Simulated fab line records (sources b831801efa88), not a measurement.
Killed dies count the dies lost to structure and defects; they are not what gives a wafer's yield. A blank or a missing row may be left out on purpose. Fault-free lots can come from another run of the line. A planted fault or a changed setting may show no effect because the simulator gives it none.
Matching of chambers / flow sky130 / SKY_CAP2M_CVD_00 on pecvd-03: 3 sister chambers
The step deposits SiO2, target thk 15.5 nm. 6 wafers are shown with their chamber, then 11 later ones without.

## WAFERS WITH THEIR CHAMBER
wafer=L082.4; chamber=0; heater-power-w (W)=756
wafer=L082.6; chamber=1; heater-power-w (W)=679
wafer=L087.1; chamber=1; heater-power-w (W)=611
wafer=L087.2; chamber=2; heater-power-w (W)=696
wafer=L087.3; chamber=0; heater-power-w (W)=738
wafer=L087.4; chamber=2; heater-power-w (W)=707

## WAFERS MISSING THEIR CHAMBER
wafer=L087.5; heater-power-w (W)=730
wafer=L087.6; heater-power-w (W)=614
wafer=L090.1; heater-power-w (W)=702
wafer=L090.2; heater-power-w (W)=636
wafer=L090.5; heater-power-w (W)=625
wafer=L094.3; heater-power-w (W)=640
wafer=L094.4; heater-power-w (W)=658
wafer=L094.6; heater-power-w (W)=725
wafer=L096.2; heater-power-w (W)=596
wafer=L096.3; heater-power-w (W)=665
wafer=L096.4; heater-power-w (W)=610

## THE CHAMBER EACH PASSED THROUGH
wafer=L087.5; from the rows above=can't be placed: 0 or 2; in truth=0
wafer=L087.6; from the rows above=can't be placed: 1 or 2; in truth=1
wafer=L090.1; from the rows above=can't be placed: 2 or 0 or 1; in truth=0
wafer=L090.2; from the rows above=can't be placed: 1 or 2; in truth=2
wafer=L090.5; from the rows above=can't be placed: 1 or 2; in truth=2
wafer=L094.3; from the rows above=can't be placed: 1 or 2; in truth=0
wafer=L094.4; from the rows above=can't be placed: 1 or 2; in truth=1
wafer=L094.6; from the rows above=can't be placed: 0 or 2 or 1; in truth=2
wafer=L096.2; from the rows above=can't be placed: 1 or 2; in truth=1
wafer=L096.3; from the rows above=can't be placed: 1 or 2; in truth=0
wafer=L096.4; from the rows above=can't be placed: 1 or 2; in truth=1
Correctly placed: 0 of 11. Can't be placed from these rows: 11 (the true chamber is among the candidates in 9). Placed wrongly: 0.
How it was worked out, from the rows above alone: a wafer's distance from a chamber is the root of the sum, over the readings, of the square of ((its reading less the chamber's mean) divided by the reading's scatter). The wafer belongs to the nearest chamber; if the next one is less than 2 further off, it can't be placed. For every chamber, the mean is computed from those of its wafers that are shown. The scatter: the root of (the sum of the squares of (reading less its chamber's mean) over the shown wafers, divided by (wafers less chambers)).
